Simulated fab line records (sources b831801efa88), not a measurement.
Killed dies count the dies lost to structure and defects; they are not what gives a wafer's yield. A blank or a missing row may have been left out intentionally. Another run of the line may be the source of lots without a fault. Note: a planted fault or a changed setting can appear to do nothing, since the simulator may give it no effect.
fab line records | flow sky130
record: lots: 5 | wafers: 15 | last-day: 51
route steps=708 shown VIA3@586 METAL4@598 PAD_OPEN@708
lots untouched by any fault: they come from a run of this same line in which no faults occurred
start-h: start of the lot's first displayed wafer, in hours after the record's first day | wait-h: time in hours since the lot's previous step | " as in the row above | L1.1+2: a row that stands for several wafers | - no value, or no start given | * or withheld: withheld | < > ~ a bound
route shown NAME@n: names a module that has steps shown in the file, with the first one's number in the route | usual: the fault-free wafers' mean and standard deviation | same: alike in all rows | chamber/n: place in a boat | sites: the reading at each site | _std_site: standard deviation across them | _edge_site: outer sites' mean less inner sites' | radius-mm: how far each site lies from the wafer's centre | mask NAME#n: copy n | behind: the most recent tool/chamber to have shaped the wafer | hold: cause of the lot's hold/its duration in hours/its outcome | device: whichever transistor did not switch (one of n, p or np) | end of line: the route-end tests of the same wafers | step lacking rows: just its recipe | killed: dies lost to structure and defects at the first sort, not the wafer's yield | map: a wafer's dies, x killed, . not, _ none there
set.NAME: the setting as run; set.NAME@STEP: as run at that earlier step | model.NAME: the simulator's own value behind a step, which no gauge read
certain route steps with their lots: each step a table, each wafer a row
services: when a tool's chamber went out of use (start-h, in hours from the record's first day, below 0 if earlier), for how many hours, and the reason
== steps ==
step: SKY_VIA3_OVL_MEAS_13
usual: VIA3_OVL: 0/5
lot.wafer | tool       | chamber | start-h | wait-h | VIA3_OVL[nm]
L843.1    | overlay-02 | -       | 953.76  | 0.1    | 4
L843.3    | "          | -       | "       | "      | -3
L843.4    | "          | -       | "       | "      | -6
L849.1    | overlay-02 | -       | 980.15  | 0.1    | 12
L849.5    | "          | -       | "       | "      | 3
L849.6    | "          | -       | "       | "      | 5
L851.1    | overlay-02 | -       | 986.90  | 0.1    | -8
L851.2    | "          | -       | "       | "      | -12
L851.3    | "          | -       | "       | "      | -11
L857.2    | overlay-02 | -       | 1097.06 | 0.1    | 6
L857.3    | "          | -       | "       | "      | 7
L857.4    | "          | -       | "       | "      | 3
L864.3    | overlay-01 | -       | 1100.31 | 0.1    | 4
L864.4    | "          | -       | "       | "      | 3
L864.5    | "          | -       | "       | "      | 1
step: SKY_VIA3_ETCH_14
recipe: chemistry: N2/H2 | target: BARC | ion-energy-ev: 200 | source-w: 500 | bias-w: 100 | pressure-mtorr: 30 | n2-flow-sccm: 100 | h2-flow-sccm: 200 | stop-on: SiO2 | time-s: 45.9 | target-depth-a: 600
usual: drypump-motor-current-A: 5.6/0.4 | oes-product-au: 0.854/0.0045 | throttle-valve-pct: 13.225/0.0087
same: time-s: 45.9
lot.wafer | tool        | chamber | start-h | wait-h | drypump-motor-current-A | oes-product-au | rf-hours-counter-h | throttle-valve-pct
L843.1    | rie-diel-03 | 3       | 953.79  | 0.0    | 5.7                     | 0.864          | 16                 | 13.224
L843.3    | "           | 0       | "       | "      | 5.5                     | 0.863          | 20                 | 13.235
L843.4    | "           | 1       | "       | "      | 4.7                     | 0.859          | 12                 | 13.223
L849.1    | rie-diel-02 | 1       | 980.19  | 0.0    | 5.6                     | 0.854          | 17                 | 13.210
L849.5    | "           | 1       | "       | "      | 5.6                     | 0.852          | -                  | 13.218
L849.6    | "           | 0       | "       | "      | 6.5                     | 0.853          | -                  | 13.220
L851.1    | rie-diel-03 | 1       | 986.94  | 0.0    | 4.7                     | 0.855          | 13                 | 13.237
L851.2    | "           | 3       | "       | "      | 5.8                     | 0.845          | 17                 | 13.221
L851.3    | "           | 0       | "       | "      | 5.5                     | 0.852          | 21                 | 13.236
L857.2    | rie-diel-04 | 2       | 1097.09 | 0.0    | 5.8                     | 0.845          | 26                 | 13.217
L857.3    | "           | 3       | "       | "      | 6.0                     | 0.851          | 21                 | 13.235
L857.4    | "           | 0       | "       | "      | 5.5                     | 0.845          | 20                 | 13.219
L864.3    | rie-diel-04 | 3       | 1100.34 | 0.0    | 6.0                     | 0.845          | 21                 | 13.231
L864.4    | "           | 2       | "       | "      | 5.8                     | 0.850          | 26                 | 13.221
L864.5    | "           | 2       | "       | "      | 5.8                     | 0.862          | -                  | 13.221
step: SKY_VIA3_ETCH_15
recipe: target: SiO2 | chemistry: C4F8/O2/Ar | target-depth-nm: 507 | stop-on: TiN | mask-material: KrF-thick | source-w: 1500 | bias-w: 1200 | pressure-mtorr: 40 | c4f8-flow-sccm: withheld | O2_flow_sccm: 6 | Ar_flow_sccm: 300 | time-s: 78
step: SKY_VIA3_STRIP_16
recipe: chemistry: O2/N2 | power-w: 1400 | pressure-mtorr: 1500 | platen-temp-c: withheld | o2-flow-sccm: 3000 | n2-flow-sccm: 300 | overash-fraction: 0.5
usual: drypump-motor-current-A: 5.51/0.3 | oes-product-au: 0.402/0.005 | strip-time-to-endpoint-s: 4.123/0.027
same: overash-fraction: 0.5
lot.wafer | tool            | chamber | start-h | wait-h | drypump-motor-current-A | oes-product-au | rf-hours-counter-h | strip-time-to-endpoint-s
L843.1    | plasma-asher-04 | 1       | 953.89  | 0.0    | 5.64                    | 0.407          | 19                 | 4.106
L843.3    | "               | 1       | "       | "      | 5.62                    | 0.402          | -                  | 4.132
L843.4    | "               | 0       | "       | "      | 5.74                    | 0.400          | -                  | 4.158
L849.1    | plasma-asher-02 | 0       | 980.29  | 0.0    | 5.59                    | 0.399          | 57                 | 4.083
L849.5    | "               | 1       | "       | "      | 5.31                    | 0.399          | -                  | 4.066
L849.6    | "               | 0       | "       | "      | 5.59                    | 0.404          | -                  | 4.124
L851.1    | plasma-asher-04 | 0       | 987.04  | 0.0    | 5.76                    | 0.405          | 22                 | 4.187
L851.2    | "               | 1       | "       | "      | 5.60                    | 0.396          | 22                 | 4.147
L851.3    | "               | 1       | "       | "      | 5.63                    | 0.399          | -                  | 4.144
L857.2    | plasma-asher-02 | 0       | 1097.20 | 0.0    | 5.58                    | 0.407          | 68                 | 4.150
L857.3    | "               | 1       | "       | "      | 5.33                    | 0.397          | -                  | 4.148
L857.4    | "               | 0       | "       | "      | 5.63                    | 0.399          | -                  | 4.137
L864.3    | plasma-asher-04 | 0       | 1100.47 | 0.1    | 5.73                    | 0.394          | -                  | 4.096
L864.4    | "               | 1       | "       | "      | 5.62                    | 0.400          | -                  | 4.144
L864.5    | "               | 1       | "       | "      | 5.64                    | 0.399          | -                  | 4.136
step: SKY_VIA3_STRIP_17
recipe: chemistry: post-etch-residue-remover | time-s: 1200 | temp-c: 72.5
step: SKY_VIA3_CLEAN_18
recipe: chemistry: IPA | time-s: 180 | temp-c: 25
step: SKY_VIA3_CLEAN_19
recipe: chemistry: O3/DIW | dry: n2-spin
step: SKY_VIA3_SPUTTER_20
recipe: material: TiN | target-thk-nm: 20 | chamber-pressure-pa: 5 | power-w: 4000 | time-s: 80
usual: chamber-pressure-pa: 4.999/0.0099 | throttle-valve-pct: 30.0/1.2
same: time-s: 80
lot.wafer | tool           | chamber | start-h | wait-h | chamber-pressure-pa | throttle-valve-pct
L843.1    | pvd-sputter-04 | -       | 954.49  | 0.0    | 5.042               | 30.0
L843.3    | "              | -       | "       | "      | 4.989               | 29.7
L843.4    | "              | -       | "       | "      | 4.999               | 32.0
L849.1    | pvd-sputter-02 | -       | 980.88  | 0.0    | 4.989               | 30.7
L849.5    | "              | -       | "       | "      | 5.009               | 31.5
L849.6    | "              | -       | "       | "      | 5.009               | 29.3
L851.1    | pvd-sputter-03 | -       | 987.63  | 0.0    | 4.996               | 29.0
L851.2    | "              | -       | "       | "      | 5.005               | 27.5
L851.3    | "              | -       | "       | "      | 4.994               | 30.1
L857.2    | pvd-sputter-04 | -       | 1097.79 | 0.0    | 5.015               | 30.2
L857.3    | "              | -       | "       | "      | 5.001               | 29.2
L857.4    | "              | -       | "       | "      | 4.984               | 32.2
L864.3    | pvd-sputter-04 | -       | 1101.08 | 0.0    | 5.001               | 32.5
L864.4    | "              | -       | "       | "      | 5.003               | 29.5
L864.5    | "              | -       | "       | "      | 4.986               | 30.1
step: SKY_VIA3_CVD_21
recipe: material: W | target-thk-nm: 390 | time-s: 117.31 | temp-c: 400 | pressure-torr: 40
step: SKY_VIA3_RS_MEAS_22
recipe: thk-meas-gauge: four-point-probe | reads: W_of_VIA3_CVD_21+TiN_of_VIA3_SPUTTER_20
usual: VIA3_W_RS: 0.295/0.0031
lot.wafer | tool          | chamber | start-h | wait-h | VIA3_W_RS[ohm/sq]
L843.1    | film-metro-04 | -       | 954.68  | 0.1    | 0.294
L843.3    | "             | -       | "       | "      | 0.296
L843.4    | "             | -       | "       | "      | 0.298
L849.1    | film-metro-03 | -       | 981.07  | 0.1    | 0.293
L849.5    | "             | -       | "       | "      | 0.294
L849.6    | "             | -       | "       | "      | 0.298
L851.1    | film-metro-04 | -       | 987.81  | 0.1    | 0.299
L851.2    | "             | -       | "       | "      | 0.294
L851.3    | "             | -       | "       | "      | 0.294
L857.2    | film-metro-03 | -       | 1097.99 | 0.1    | 0.298
L857.3    | "             | -       | "       | "      | 0.295
L857.4    | "             | -       | "       | "      | 0.295
L864.3    | film-metro-02 | -       | 1101.31 | 0.1    | 0.299
L864.4    | "             | -       | "       | "      | 0.298
L864.5    | "             | -       | "       | "      | 0.299
step: SKY_VIA3_THK_MEAS_23
recipe: thk-meas-gauge: xrf | reads: W_of_VIA3_CVD_21
usual: VIA3_W_THK: 403/5.5
lot.wafer | tool          | chamber | start-h | wait-h | VIA3_W_THK[nm]
L843.1    | film-metro-04 | -       | 954.80  | 0.1    | 407
L843.3    | "             | -       | "       | "      | 404
L843.4    | "             | -       | "       | "      | 399
L849.1    | film-metro-03 | -       | 981.19  | 0.1    | 414
L849.5    | "             | -       | "       | "      | 411
L849.6    | "             | -       | "       | "      | 405
L851.1    | film-metro-04 | -       | 987.93  | 0.1    | 402
L851.2    | "             | -       | "       | "      | 407
L851.3    | "             | -       | "       | "      | 410
L857.2    | film-metro-03 | -       | 1098.10 | 0.1    | 398
L857.3    | "             | -       | "       | "      | 400
L857.4    | "             | -       | "       | "      | 400
L864.3    | film-metro-02 | -       | 1101.41 | 0.1    | 395
L864.4    | "             | -       | "       | "      | 398
L864.5    | "             | -       | "       | "      | 396
step: SKY_VIA3_CMP_24
recipe: stop-on: SiO2 | t-overpolish-s: 20 | down-force-psi: 3.5 | platen-rpm: 60 | target-thk-nm: 0 | pad-velocity-m-s: 0.94248
usual: head-pressure-psi: 3.500/0.0079 | motor-current-A: 11.1/1.6 | overpolish-run-s: 19.999/0.0093 | time-to-endpoint-s: 94/3.5
lot.wafer | tool   | chamber | start-h | wait-h | head-pressure-psi | motor-current-A | overpolish-run-s | time-to-endpoint-s
L843.3    | cmp-01 | 2       | 954.86  | 0.0    | 3.506             | 12.1            | 20.001           | 91
L843.4    | "      | 3       | "       | "      | 3.479             | 12.7            | 19.994           | 94
L843.1    | "      | 0       | "       | "      | 3.505             | 9.7             | 20.004           | 98
L849.1    | cmp-01 | 3       | 981.25  | 0.1    | 3.481             | 12.2            | 19.997           | 94
L849.6    | "      | 3       | "       | "      | 3.485             | 12.8            | 20.006           | 96
L849.5    | "      | 0       | "       | "      | 3.490             | 9.5             | 20.003           | 99
L851.3    | cmp-01 | 0       | 987.99  | 0.0    | 3.513             | 9.5             | 20.002           | 103
L851.2    | "      | 1       | "       | "      | 3.504             | 11.2            | 19.994           | 95
L851.1    | "      | 3       | "       | "      | 3.497             | 12.3            | 20.004           | 97
L857.3    | cmp-02 | 2       | 1098.15 | 0.0    | 3.506             | 13.9            | 19.994           | 93
L857.2    | "      | 3       | "       | "      | 3.493             | 8.6             | 19.992           | 92
L857.4    | "      | 1       | "       | "      | 3.514             | 9.3             | 20.000           | 92
L864.4    | cmp-01 | 3       | 1101.50 | 0.1    | 3.495             | 13.1            | 19.995           | 94
L864.3    | "      | 1       | "       | "      | 3.500             | 11.1            | 20.001           | 87
L864.5    | "      | 2       | "       | "      | 3.512             | 12.0            | 20.004           | 87
step: SKY_METAL4_SPUTTER_00
recipe: material: Ti | target-thk-nm: 15 | power-w: 3000 | time-s: 10 | chamber-pressure-pa: 0.4
usual: chamber-pressure-pa: 0.4000/0.00087 | throttle-valve-pct: 29.9/1.1
same: time-s: 10
lot.wafer | tool           | chamber | start-h | wait-h | chamber-pressure-pa | throttle-valve-pct | model.Ti_of_METAL4_SPUTTER_00.thk-nm
L843.1    | pvd-sputter-01 | -       | 955.16  | 0.1    | 0.4007              | 30.8               | 15.1
L843.3    | "              | -       | "       | "      | 0.4005              | 29.6               | 14.99
L843.4    | "              | -       | "       | "      | 0.3999              | 29.3               | 15.09
L849.1    | pvd-sputter-01 | -       | 981.55  | 0.2    | 0.3992              | 30.1               | 15.16
L849.5    | "              | -       | "       | "      | 0.3999              | 30.9               | 15.19
L849.6    | "              | -       | "       | "      | 0.4006              | 29.1               | 14.92
L851.1    | pvd-sputter-01 | -       | 988.29  | 0.1    | 0.4000              | 30.3               | 14.93
L851.2    | "              | -       | "       | "      | 0.4006              | 29.3               | 15.07
L851.3    | "              | -       | "       | "      | 0.3993              | 31.1               | 14.91
L857.2    | pvd-sputter-01 | -       | 1098.45 | 0.2    | 0.4466              | 28.0               | 15.1
L857.3    | "              | -       | "       | "      | 0.4007              | 28.7               | 14.94
L857.4    | "              | -       | "       | "      | 0.4006              | 29.1               | 15.12
L864.3    | pvd-sputter-04 | -       | 1101.75 | 0.1    | 0.3999              | 32.2               | 14.8
L864.4    | "              | -       | "       | "      | 0.3994              | 29.2               | 15
L864.5    | "              | -       | "       | "      | 0.4008              | 29.2               | 14.93
step: SKY_METAL4_SPUTTER_01
recipe: material: TiN | target-thk-nm: 20 | power-w: 6500 | time-s: 16.7 | chamber-pressure-pa: 0.4
usual: chamber-pressure-pa: 0.4000/0.00086 | throttle-valve-pct: 29.9/1.1
same: time-s: 16.7
lot.wafer | tool           | chamber | start-h | wait-h | chamber-pressure-pa | throttle-valve-pct
L843.1    | pvd-sputter-01 | -       | 955.18  | 0.0    | 0.4008              | 30.6
L843.3    | "              | -       | "       | "      | 0.4003              | 29.5
L843.4    | "              | -       | "       | "      | 0.4016              | 29.1
L849.1    | pvd-sputter-01 | -       | 981.57  | 0.0    | 0.4014              | 29.6
L849.5    | "              | -       | "       | "      | 0.3999              | 31.2
L849.6    | "              | -       | "       | "      | 0.4002              | 29.2
L851.1    | pvd-sputter-01 | -       | 988.32  | 0.0    | 0.3995              | 30.4
L851.2    | "              | -       | "       | "      | 0.3999              | 29.4
L851.3    | "              | -       | "       | "      | 0.4006              | 30.9
L857.2    | pvd-sputter-01 | -       | 1098.47 | 0.0    | 0.4002              | 29.5
L857.3    | "              | -       | "       | "      | 0.3998              | 29.2
L857.4    | "              | -       | "       | "      | 0.4013              | 28.9
L864.3    | pvd-sputter-04 | -       | 1101.77 | 0.0    | 0.4005              | 32.3
L864.4    | "              | -       | "       | "      | 0.3992              | 29.3
L864.5    | "              | -       | "       | "      | 0.4005              | 29.3
step: SKY_PAD_OPEN_PROBE_99
usual: defect-limited-yield: 82.5/2 | killed_at_M0_to_M3: 42/7.3 | killed_at_M4_up: 3.4/2 | killed-at-contacts: 24/5.6 | killed-at-front-end: 16/4.5 | killed-at-other: 0.2/0.51 | killed-dies: 86/9.8 | killed-open: 46/7 | killed-short: 40/6.7 | sort_bin_3_pad_short: 0.9/0.42 | sort_bin_5_function: 10.3/1.5 | sort_bin_6_memory: 6.3/1.3 | sort-n-pass: 406/9.8 | sort-yield-pct: 82.5/2
same: gross-dies: 492 | killed-at-back-side: 0 | sort_bin_4_leakage[%]: 0 | sort_bin_8_speed[%]: 0
lot.wafer | tool      | chamber | start-h | wait-h | defect-limited-yield[%] | killed_at_M0_to_M3 | killed_at_M4_up | killed-at-contacts | killed-at-front-end | killed-at-other | killed-dies | killed-open | killed-short | sort_bin_3_pad_short[%] | sort_bin_5_function[%] | sort_bin_6_memory[%] | sort-n-pass | sort-yield-pct[%]
L849.1    | prober-01 | -       | 1125.03 | 0.1    | 82.7                    | 44                 | 4               | 19                 | 18                  | 0               | 85          | 40          | 44           | 0.8                     | 12.6                   | 3.9                  | 407         | 82.7
L849.5    | prober-01 | -       | 1125.23 | 0.2    | 81.5                    | 49                 | 4               | 18                 | 20                  | 0               | 91          | 47          | 44           | 1.2                     | 10.2                   | 7.1                  | 401         | 81.5
L849.6    | prober-01 | -       | 1125.28 | 0.2    | 83.7                    | 46                 | 1               | 21                 | 12                  | 0               | 80          | 49          | 31           | 0.8                     | 8.5                    | 6.9                  | 412         | 83.7
L851.1    | prober-01 | -       | 1127.80 | 0.1    | 83.7                    | 42                 | 3               | 21                 | 13                  | 1               | 80          | 41          | 39           | 0.8                     | 8.5                    | 6.9                  | 412         | 83.7
L851.2    | prober-01 | -       | 1127.85 | 0.1    | 80.5                    | 37                 | 3               | 25                 | 31                  | 0               | 96          | 49          | 46           | 0.8                     | 12.0                   | 6.7                  | 396         | 80.5
L851.3    | prober-01 | -       | 1127.90 | 0.2    | 82.1                    | 44                 | 0               | 21                 | 22                  | 1               | 88          | 42          | 45           | 1.6                     | 7.9                    | 8.3                  | 404         | 82.1
L864.3    | prober-02 | -       | 1218.38 | 0.2    | 81.3                    | 42                 | 0               | 28                 | 22                  | 0               | 92          | 55          | 37           | 1.2                     | 11.4                   | 6.1                  | 400         | 81.3
L864.4    | prober-02 | -       | 1218.43 | 0.2    | 82.5                    | 43                 | 8               | 21                 | 14                  | 0               | 86          | 51          | 35           | 0.6                     | 10.4                   | 6.5                  | 406         | 82.5
L864.5    | prober-02 | -       | 1218.48 | 0.2    | 81.5                    | 43                 | 1               | 32                 | 13                  | 2               | 91          | 41          | 50           | 1.0                     | 10.8                   | 6.7                  | 401         | 81.5
killed by level:class
L849.1 METAL1:geometric-particle:short=7 VIA1:geometric-particle:open=7 LI_CONTACT:geometric-particle:open=6 VIA3:geometric-particle:open=6 FIELD_ISO:geometric-particle:short=5 CONTACT:geometric-particle:short=5 VIA1:geometric-particle:short=5 POLY_GATE:geometric-particle:open=4
L849.5 VIA2:geometric-particle:open=11 CONTACT:geometric-particle:open=10 FIELD_ISO:geometric-particle:open=8 VIA1:geometric-particle:open=8 FIELD_ISO:geometric-particle:short=7 METAL2:geometric-particle:short=7 METAL1:geometric-particle:short=5 VIA2:geometric-particle:short=5
L849.6 VIA2:geometric-particle:open=11 VIA3:geometric-particle:open=10 CONTACT:geometric-particle:open=7 LI_CONTACT:geometric-particle:open=6 METAL1:geometric-particle:short=6 VIA1:geometric-particle:open=5 FIELD_ISO:geometric-particle:open=4 METAL2:geometric-particle:short=4
L851.1 VIA3:geometric-particle:open=11 VIA1:geometric-particle:open=8 LI_CONTACT:geometric-particle:short=7 CONTACT:geometric-particle:open=7 METAL2:geometric-particle:short=5 FIELD_ISO:geometric-particle:short=4 CONTACT:geometric-particle:short=4 FIELD_ISO:geometric-particle:open=3
L851.2 VIA1:geometric-particle:open=11 LI_CONTACT:geometric-particle:open=8 FIELD_ISO:geometric-particle:open=7 METAL2:geometric-particle:short=7 FIELD_ISO:geometric-particle:short=6 CONTACT:geometric-particle:short=6 CONTACT:geometric-particle:open=6 POLY_GATE:geometric-particle:short=5
L851.3 VIA2:geometric-particle:open=12 FIELD_ISO:geometric-particle:short=6 LI_CONTACT:geometric-particle:open=6 METAL1:geometric-particle:short=6 POLY_GATE:geometric-particle:short=5 LOCAL_INTERCONNECT:geometric-particle:short=5 CONTACT:geometric-particle:open=5 VIA2:geometric-particle:short=5
L864.3 VIA3:geometric-particle:open=9 VIA1:geometric-particle:open=9 LI_CONTACT:geometric-particle:open=8 CONTACT:geometric-particle:open=8 VIA1:geometric-particle:short=8 POLY_GATE:geometric-particle:open=7 METAL2:geometric-particle:short=6 POLY_GATE:geometric-particle:short=5
L864.4 VIA1:geometric-particle:open=10 FIELD_ISO:geometric-particle:open=7 LI_CONTACT:geometric-particle:open=7 VIA3:geometric-particle:open=7 VIA2:geometric-particle:open=6 LOCAL_INTERCONNECT:geometric-particle:short=5 METAL4:geometric-particle:short=5 METAL1:geometric-particle:short=4
L864.5 LI_CONTACT:geometric-particle:open=8 VIA1:geometric-particle:short=7 LOCAL_INTERCONNECT:geometric-particle:short=7 CONTACT:geometric-particle:open=7 CONTACT:geometric-particle:short=7 VIA1:geometric-particle:open=7 METAL1:geometric-particle:short=5 POLY_GATE:geometric-particle:open=4
== services ==
tool            | chamber | start-h | hours | kind
rie-diel-04     | 0       | 935.76  | 7.4   | repair
rie-diel-04     | 2       | 936.33  | 6.2   | repair
cmp-01          | -       | 937.20  | 6.7   | repair
plasma-asher-04 | -       | 938.07  | 0.9   | repair
cmp-02          | -       | 943.92  | 3.6   | pm
rie-diel-04     | 3       | 952.28  | 4.5   | repair
rie-diel-04     | 0       | 954.12  | 18.0  | repair
rie-diel-02     | 2       | 977.89  | 4.7   | repair
plasma-asher-04 | -       | 981.82  | 1.2   | repair
pvd-sputter-04  | -       | 992.80  | 5.1   | repair
plasma-asher-04 | -       | 998.39  | 1.5   | repair
plasma-asher-02 | -       | 1001.37 | 0.6   | repair
pvd-sputter-01  | -       | 1009.04 | 2.4   | repair
rie-diel-02     | 3       | 1025.58 | 2.5   | repair
rie-diel-02     | 1       | 1033.53 | 4.3   | repair
rie-diel-02     | 1       | 1046.80 | 2.8   | repair
cmp-01          | -       | 1051.17 | 1.5   | repair
rie-diel-04     | -       | 1059.80 | 1.0   | repair
cmp-01          | -       | 1062.67 | 1.7   | repair
rie-diel-02     | 1       | 1068.18 | 8.5   | repair
cmp-01          | -       | 1072.69 | 5.3   | pm
rie-diel-04     | -       | 1081.89 | 0.8   | repair
cmp-01          | -       | 1092.75 | 5.9   | pm
pvd-sputter-04  | -       | 1095.88 | 0.7   | repair
== key ==
first-sign: step: SKY_METAL4_SPUTTER_00 | reading: chamber-pressure-pa | direction: up | sigmas: 54 | usual: 0.4000 | struck: 0.4466
effect none on later readings
model-effect: step: SKY_METAL4_SPUTTER_00 | value: Ti_of_METAL4_SPUTTER_00.thk-nm | without: 15.36 | struck: 15.1
met-at SKY_METAL4_SPUTTER_00
struck-wafers L857.2
onset-between 988.29 1098.45
fault: kind: process-parameter-drift | tool: pvd-sputter-01 | chamber: - | onset-h: 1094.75 | steps: SKY_METAL4_SPUTTER_00 | channel: chamber-pressure-pa | offset: 0.0471 | shape: step | end-h: 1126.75 | acts-in: these-recipes-only | stated: 0.4 | scope: struck-wafers-only
